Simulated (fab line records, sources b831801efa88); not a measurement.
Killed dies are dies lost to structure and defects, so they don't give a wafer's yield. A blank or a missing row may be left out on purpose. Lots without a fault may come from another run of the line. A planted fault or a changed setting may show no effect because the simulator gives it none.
Which tool did it? | flow sfq_line | 14 lots, 42 wafers sampled, at 4 steps of a route of 325

WHAT THE GAUGES READ, wafer by wafer
SFQ_I5_OVL_MEAS_936. Usual: I5_OVL -2 nm, standard deviation 4.3.
lot  | measured     | on         | I5_OVL (nm) | flag
L827 | day 70 15:12 | overlay-02 | 1 5 4       |
L828 | day 71 11:15 | overlay-01 | -1 2 1      |
L829 | day 71 17:23 | overlay-01 | -4 -3 -4    |
L830 | day 71 20:59 | overlay-02 | -8 0 -2     |
L832 | day 73 18:01 | overlay-01 | -3 -2 1     |
L833 | day 74 06:08 | overlay-01 | -7 -4 -3    |
L837 | day 75 01:20 | overlay-02 | -3 -5 -2    |
L842 | day 77 01:28 | overlay-02 | -1 2 3      |
L843 | day 77 02:40 | overlay-02 | -6 -9 -2    |
L845 | day 77 05:04 | overlay-02 | 4 1 -1      |
L847 | day 77 07:28 | overlay-02 | 0 1 -3      |
L848 | day 78 06:56 | overlay-02 | -4 -1 0     |
L849 | day 78 08:07 | overlay-02 | -7 -12 -9   |
L850 | day 78 13:07 | overlay-02 | -7 -11 -4   |

WHICH TOOL RAN EACH LOT (tool, then ch and the chambers of the sampled wafers, then the start)
lot  | SFQ_TRILAYER_M4_ETCH_METAL_ETCH_096 | SFQ_TRILAYER_M5_STRIP_STRIP_127   | SFQ_TRILAYER_R5_DEP_SPUTTER_133
L827 | rie_metal-04 ch 0, day 56 20:50     | rie_metal-04 ch 0,1, day 62 20:35 | pvd_sputter-03, day 63 04:27
L828 | rie_metal-03 ch 0,1, day 58 01:34   | rie_metal-02 ch 1, day 63 18:05   | pvd_sputter-05, day 64 01:13
L829 | rie_metal-01 ch 0,1, day 58 08:56   | rie_metal-02 ch 1, day 64 00:34   | pvd_sputter-06, day 64 09:02
L830 | rie_metal-04 ch 0,1, day 58 14:46   | rie_metal-01 ch 0, day 64 08:13   | pvd_sputter-03, day 64 15:02
L832 | rie_metal-04 ch 0,1, day 59 05:10   | rie_metal-01 ch 0,1, day 68 01:44 | pvd_sputter-06, day 69 00:17
L833 | rie_metal-04 ch 0,1, day 60 04:06   | rie_metal-04 ch 1, day 68 14:14   | pvd_sputter-06, day 69 09:17
L837 | rie_metal-03 ch 0,1, day 61 23:40   | rie_metal-01 ch 0,1, day 69 14:17 | pvd_sputter-06, day 69 21:22
L842 | rie_metal-03 ch 0, day 63 00:58     | rie_metal-01 ch 0,1, day 70 23:32 | pvd_sputter-06, day 71 04:37
L843 | rie_metal-03 ch 0, day 63 03:32     | rie_metal-04 ch 0,1, day 71 04:20 | pvd_sputter-05, day 71 09:25
L845 | rie_metal-04 ch 0,1, day 63 13:28   | rie_metal-01 ch 0,1, day 71 12:56 | pvd_sputter-03, day 71 17:49
L847 | rie_metal-01 ch 0,1, day 63 20:40   | rie_metal-02 ch 0,1, day 71 20:16 | pvd_sputter-03, day 72 01:09
L848 | rie_metal-04 ch 0,1, day 63 23:01   | rie_metal-02 ch 0,1, day 72 00:52 | pvd_sputter-05, day 72 05:57
L849 | rie_metal-01 ch 0,1, day 64 00:13   | rie_metal-02 ch 0,1, day 72 03:16 | pvd_sputter-05, day 72 08:57
L850 | rie_metal-04 ch 0, day 64 18:20     | rie_metal-02 ch 0,1, day 73 07:30 | pvd_sputter-05, day 73 12:35
- SFQ_TRILAYER_M4_ETCH_METAL_ETCH_096: etches Nb in Cl2/Ar, stops on SiO2, target depth 240 nm, time 120 s.
- SFQ_TRILAYER_M5_STRIP_STRIP_127: strips in O2.
- SFQ_TRILAYER_R5_DEP_SPUTTER_133: material MoNx, target thk 40 nm, time 66.7 s.

WHAT THE TOOLS THEMSELVES READ (means of the sampled wafers that have a number; where no wafer has one, the mark that the record gives instead)
SFQ_TRILAYER_M4_ETCH_METAL_ETCH_096. Usual: drypump_motor_current_A 6.0 A, standard deviation 0.45; oes_product_au 0.893 a.u., standard deviation 0.0064.
lot  | tool         | drypump_motor_current_A (A) | oes_product_au (a.u.) | flag
L827 | rie_metal-04 | 6.7                         | 0.891                 |
L828 | rie_metal-03 | 5.5                         | 0.895                 |
L829 | rie_metal-01 | 5.7                         | 0.897                 |
L830 | rie_metal-04 | 6.5                         | 0.891                 |
L832 | rie_metal-04 | 6.3                         | 0.895                 |
L833 | rie_metal-04 | 6.3                         | 0.891                 |
L837 | rie_metal-03 | 5.5                         | 0.894                 |
L842 | rie_metal-03 | 6.0                         | 0.804                 | OFF
L843 | rie_metal-03 | 6.0                         | 0.798                 | OFF
L845 | rie_metal-04 | 6.3                         | 0.896                 |
L847 | rie_metal-01 | 5.6                         | 0.888                 |
L848 | rie_metal-04 | 6.5                         | 0.893                 |
L849 | rie_metal-01 | 5.6                         | 0.899                 |
L850 | rie_metal-04 | 6.6                         | 0.892                 |

SFQ_TRILAYER_M5_STRIP_STRIP_127. Usual: drypump_motor_current_A 6.0 A, standard deviation 0.38; oes_product_au 1.008 a.u., standard deviation 0.0091.
lot  | tool         | drypump_motor_current_A (A) | oes_product_au (a.u.) | flag
L827 | rie_metal-04 | 6.3                         | 1.008                 |
L828 | rie_metal-02 | 6.4                         | 1.002                 |
L829 | rie_metal-02 | 6.3                         | 1.013                 |
L830 | rie_metal-01 | 5.8                         | 0.999                 |
L832 | rie_metal-01 | 5.6                         | 0.986                 |
L833 | rie_metal-04 | 6.1                         | 1.009                 |
L837 | rie_metal-01 | 5.8                         | 1.005                 |
L842 | rie_metal-01 | 5.7                         | 1.007                 |
L843 | rie_metal-04 | 6.3                         | 1.013                 |
L845 | rie_metal-01 | 5.6                         | 0.991                 |
L847 | rie_metal-02 | 6.1                         | 1.013                 |
L848 | rie_metal-02 | 6.1                         | 1.006                 |
L849 | rie_metal-02 | 6.1                         | 1.005                 |
L850 | rie_metal-02 | 5.8                         | 1.008                 |

SFQ_TRILAYER_R5_DEP_SPUTTER_133. Usual: throttle_valve_pct 30.3 %, standard deviation 1.1.
lot  | tool           | throttle_valve_pct (%) | flag
L827 | pvd_sputter-03 | 30.2                   |
L828 | pvd_sputter-05 | 29.1                   |
L829 | pvd_sputter-06 | 31.6                   |
L830 | pvd_sputter-03 | 30.7                   |
L832 | pvd_sputter-06 | 31.7                   |
L833 | pvd_sputter-06 | 31.0                   |
L837 | pvd_sputter-06 | 30.9                   |
L842 | pvd_sputter-06 | 30.6                   |
L843 | pvd_sputter-05 | 30.1                   |
L845 | pvd_sputter-03 | 30.2                   |
L847 | pvd_sputter-03 | 30.6                   |
L848 | pvd_sputter-05 | 29.8                   |
L849 | pvd_sputter-05 | 29.5                   |
L850 | pvd_sputter-05 | 29.8                   |

THE ANSWER, worked out from the rows above alone
Rule: a lot is off if the mean of its wafers that have a number lies more than 3 standard deviations from the usual mean. A lot without any number at a reading at which 4 lots or more have one is off too. The other lots that the step has rows for count as sound. The gauges are gone through in route order, then the tools' own readings, and for those a lot's mean is taken as printed above. The first step at which some lot is off is used, and at that step the reading that is off furthest; a lot without a number counts as furthest.
Off: L842, L843, at SFQ_TRILAYER_M4_ETCH_METAL_ETCH_096 (oes_product_au).
A tool fits if, at that step or a process step before it, it ran every lot that is off, and no sound lot after the first of them. One fits: rie_metal-03 at SFQ_TRILAYER_M4_ETCH_METAL_ETCH_096. Its last sound lot is L837 (day 61 23:40), its first lot that is off L842 (day 63 00:58): a fault that began between those two fits.
The tool's own readings at SFQ_TRILAYER_M4_ETCH_METAL_ETCH_096 bear it out: on the lots that are off they differ by more than 5 times the standard deviation of the sound lots' means. oes_product_au reads 0.801 a.u. there against 0.893 a.u. on the sound lots.

WHAT THE SIMULATOR HAD PUT IN
Process parameter drift: rie_metal-03, from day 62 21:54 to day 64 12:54, at SFQ_TRILAYER_M4_ETCH_METAL_ETCH_096. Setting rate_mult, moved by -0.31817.
Lots struck among those shown: L842, L843. The rule above found the same.
